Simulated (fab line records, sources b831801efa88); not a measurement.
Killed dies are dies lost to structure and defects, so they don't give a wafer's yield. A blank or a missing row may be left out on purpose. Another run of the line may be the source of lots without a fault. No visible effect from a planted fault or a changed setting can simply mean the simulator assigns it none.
Shared-tool check || flow sky130 || Sampled: 12 lots, 36 wafers

== THE REASON FOR OPENING IT ==
SKY_LDD_N_OVL_MEAS_07, reading LDD_N_OVL: flagged on 4 of 12 lots. Wafers without a fault read -0.6 nm, standard deviation 1.3.
Rule: a lot is flagged in two cases, either no wafer of it has a number, or all its wafers with numbers fall more than 4 standard deviations from that mean. All remaining lots are regarded as sound.

{"lot": "L862", "measured": "day 18 10:06", "on": "overlay-02", "LDD_N_OVL (nm), wafer by wafer": "0.8 -0.2 0.0", "flag": ""}
{"lot": "L865", "measured": "day 19 09:45", "on": "overlay-01", "LDD_N_OVL (nm), wafer by wafer": "-0.7 -0.9 -1.8", "flag": ""}
{"lot": "L866", "measured": "day 19 21:14", "on": "overlay-02", "LDD_N_OVL (nm), wafer by wafer": "-0.8 0.2 -0.8", "flag": ""}
{"lot": "L867", "measured": "day 20 18:21", "on": "overlay-01", "LDD_N_OVL (nm), wafer by wafer": "1.4 1.1 -0.2", "flag": ""}
{"lot": "L869", "measured": "day 20 20:36", "on": "overlay-01", "LDD_N_OVL (nm), wafer by wafer": "-1.6 -0.8 -0.2", "flag": ""}
{"lot": "L873", "measured": "day 22 15:27", "on": "overlay-01", "LDD_N_OVL (nm), wafer by wafer": "-0.6 0.1 -0.4", "flag": ""}
{"lot": "L874", "measured": "day 22 21:57", "on": "overlay-01", "LDD_N_OVL (nm), wafer by wafer": "-1.1 -0.7 -2.4", "flag": ""}
{"lot": "L875", "measured": "day 23 00:59", "on": "overlay-02", "LDD_N_OVL (nm), wafer by wafer": "-0.9 0.1 -1.4", "flag": ""}
{"lot": "L876", "measured": "day 23 09:59", "on": "overlay-01", "LDD_N_OVL (nm), wafer by wafer": "-71.7 -72.1 -72.5", "flag": "FLAGGED"}
{"lot": "L877", "measured": "day 23 21:51", "on": "overlay-02", "LDD_N_OVL (nm), wafer by wafer": "-70.1 -72.4 -72.9", "flag": "FLAGGED"}
{"lot": "L880", "measured": "day 24 20:06", "on": "overlay-01", "LDD_N_OVL (nm), wafer by wafer": "-71.0 -70.1 -70.0", "flag": "FLAGGED"}
{"lot": "L881", "measured": "day 25 04:18", "on": "overlay-01", "LDD_N_OVL (nm), wafer by wafer": "-70.8 -71.4 -73.1", "flag": "FLAGGED"}
The numbers of the flagged lots are -71.5 nm on average: -70.9 nm against the usual, or -55 standard deviations.

== TOOL THAT RAN EACH LOT ==
3 process steps preceding the reading are held in the record, out of 708 steps in the route. Read each cell as the tool, then ch plus the chambers that the sampled wafers visited, then the start.
{"lot": "L862", "flag": "", "SKY_SONOS_ONO_STRIP_17": "plasmaAsher-02 ch 0,1, day 13 09:34", "SKY_POLY_GATE_ETCH_15": "rieDiel-02 ch 0,1,2, day 17 01:03", "SKY_LDD_N_EXPOSE_04": "ilineStepper-01 ch 0, day 17 19:40"}
{"lot": "L865", "flag": "", "SKY_SONOS_ONO_STRIP_17": "plasmaAsher-02 ch 0,1, day 14 05:13", "SKY_POLY_GATE_ETCH_15": "rieDiel-02 ch 1,2, day 18 01:27", "SKY_LDD_N_EXPOSE_04": "ilineStepper-02 ch 0, day 18 18:38"}
{"lot": "L866", "flag": "", "SKY_SONOS_ONO_STRIP_17": "plasmaAsher-01 ch 0,1, day 14 11:46", "SKY_POLY_GATE_ETCH_15": "rieDiel-04 ch 0,1,3, day 18 09:41", "SKY_LDD_N_EXPOSE_04": "ilineStepper-02 ch 0, day 19 05:15"}
{"lot": "L867", "flag": "", "SKY_SONOS_ONO_STRIP_17": "plasmaAsher-01 ch 0,1, day 14 22:55", "SKY_POLY_GATE_ETCH_15": "rieDiel-03 ch 1,2,3, day 19 09:33", "SKY_LDD_N_EXPOSE_04": "ilineStepper-01 ch 0, day 20 03:13"}
{"lot": "L869", "flag": "", "SKY_SONOS_ONO_STRIP_17": "plasmaAsher-01 ch 0,1, day 15 13:07", "SKY_POLY_GATE_ETCH_15": "rieDiel-02 ch 1,3, day 19 11:51", "SKY_LDD_N_EXPOSE_04": "ilineStepper-01 ch 0, day 20 05:35"}
{"lot": "L873", "flag": "", "SKY_SONOS_ONO_STRIP_17": "plasmaAsher-03 ch 0,1, day 17 00:51", "SKY_POLY_GATE_ETCH_15": "rieDiel-03 ch 1,2,3, day 21 06:36", "SKY_LDD_N_EXPOSE_04": "ilineStepper-02 ch 0, day 22 00:12"}
{"lot": "L874", "flag": "", "SKY_SONOS_ONO_STRIP_17": "plasmaAsher-02 ch 0,1, day 17 07:26", "SKY_POLY_GATE_ETCH_15": "rieDiel-02 ch 2,3, day 21 12:20", "SKY_LDD_N_EXPOSE_04": "ilineStepper-01 ch 0, day 22 06:22"}
{"lot": "L875", "flag": "", "SKY_SONOS_ONO_STRIP_17": "plasmaAsher-02 ch 0,1, day 17 10:55", "SKY_POLY_GATE_ETCH_15": "rieDiel-02 ch 1,2, day 21 15:42", "SKY_LDD_N_EXPOSE_04": "ilineStepper-01 ch 0, day 22 09:29"}
{"lot": "L876", "flag": "FLAGGED", "SKY_SONOS_ONO_STRIP_17": "plasmaAsher-02 ch 0,1, day 17 19:58", "SKY_POLY_GATE_ETCH_15": "rieDiel-04 ch 0,1,2, day 22 01:17", "SKY_LDD_N_EXPOSE_04": "ilineStepper-01 ch 0, day 22 18:21"}
{"lot": "L877", "flag": "FLAGGED", "SKY_SONOS_ONO_STRIP_17": "plasmaAsher-02 ch 0,1, day 18 08:07", "SKY_POLY_GATE_ETCH_15": "rieDiel-04 ch 0,2,3, day 22 12:59", "SKY_LDD_N_EXPOSE_04": "ilineStepper-01 ch 0, day 23 06:44"}
{"lot": "L880", "flag": "FLAGGED", "SKY_SONOS_ONO_STRIP_17": "plasmaAsher-03 ch 0,1, day 19 06:45", "SKY_POLY_GATE_ETCH_15": "rieDiel-04 ch 1,3, day 23 11:24", "SKY_LDD_N_EXPOSE_04": "ilineStepper-01 ch 0, day 24 05:26"}
{"lot": "L881", "flag": "FLAGGED", "SKY_SONOS_ONO_STRIP_17": "plasmaAsher-03 ch 0,1, day 19 16:52", "SKY_POLY_GATE_ETCH_15": "rieDiel-03 ch 2,3, day 23 20:26", "SKY_LDD_N_EXPOSE_04": "ilineStepper-01 ch 0, day 24 13:41"}
What is done by these steps:
- SKY_SONOS_ONO_STRIP_17: strips in O2/N2.
- SKY_POLY_GATE_ETCH_15: etches BARC in N2/H2, stops on SiO2, time 118.5 s, target depth 110 nm.
- SKY_LDD_N_EXPOSE_04: exposes mask NTM, target cd 840 nm.
- SKY_LDD_N_OVL_MEAS_07

== FLAGGED OVER TOTAL, TOOL BY TOOL (the gauges that took the reading come last) ==
{"step": "SKY_SONOS_ONO_STRIP_17", "tool": "plasmaAsher-01", "lots run": 3, "flagged": 0, "share of the flagged lots": "none", "sound lots run after its first flagged lot": "-"}
{"step": "SKY_SONOS_ONO_STRIP_17", "tool": "plasmaAsher-02", "lots run": 6, "flagged": 2, "share of the flagged lots": "some", "sound lots run after its first flagged lot": 0}
{"step": "SKY_SONOS_ONO_STRIP_17", "tool": "plasmaAsher-03", "lots run": 3, "flagged": 2, "share of the flagged lots": "some", "sound lots run after its first flagged lot": 0}
{"step": "SKY_POLY_GATE_ETCH_15", "tool": "rieDiel-02", "lots run": 5, "flagged": 0, "share of the flagged lots": "none", "sound lots run after its first flagged lot": "-"}
{"step": "SKY_POLY_GATE_ETCH_15", "tool": "rieDiel-03", "lots run": 3, "flagged": 1, "share of the flagged lots": "some", "sound lots run after its first flagged lot": 0}
{"step": "SKY_POLY_GATE_ETCH_15", "tool": "rieDiel-04", "lots run": 4, "flagged": 3, "share of the flagged lots": "some", "sound lots run after its first flagged lot": 0}
{"step": "SKY_LDD_N_EXPOSE_04", "tool": "ilineStepper-01", "lots run": 9, "flagged": 4, "share of the flagged lots": "all", "sound lots run after its first flagged lot": 0}
{"step": "SKY_LDD_N_EXPOSE_04", "tool": "ilineStepper-02", "lots run": 3, "flagged": 0, "share of the flagged lots": "none", "sound lots run after its first flagged lot": "-"}
{"step": "SKY_LDD_N_OVL_MEAS_07", "tool": "overlay-01", "lots run": 8, "flagged": 3, "share of the flagged lots": "some", "sound lots run after its first flagged lot": 0}
{"step": "SKY_LDD_N_OVL_MEAS_07", "tool": "overlay-02", "lots run": 4, "flagged": 1, "share of the flagged lots": "some", "sound lots run after its first flagged lot": 0}

== WHAT IS ALLOWED BY THE TABLE ==
All flagged lots share 1 row of the table, namely ilineStepper-01 at SKY_LDD_N_EXPOSE_04.
- ilineStepper-01 at SKY_LDD_N_EXPOSE_04: 4 of its 9 lots flagged. Its last sound lot is L875 (day 22 09:29), its first flagged lot L876 (day 22 18:21): a fault that began between those two fits.
Left over: one tool, ilineStepper-01 at SKY_LDD_N_EXPOSE_04.

== WHAT WAS PUT IN BY THE SIMULATOR ==
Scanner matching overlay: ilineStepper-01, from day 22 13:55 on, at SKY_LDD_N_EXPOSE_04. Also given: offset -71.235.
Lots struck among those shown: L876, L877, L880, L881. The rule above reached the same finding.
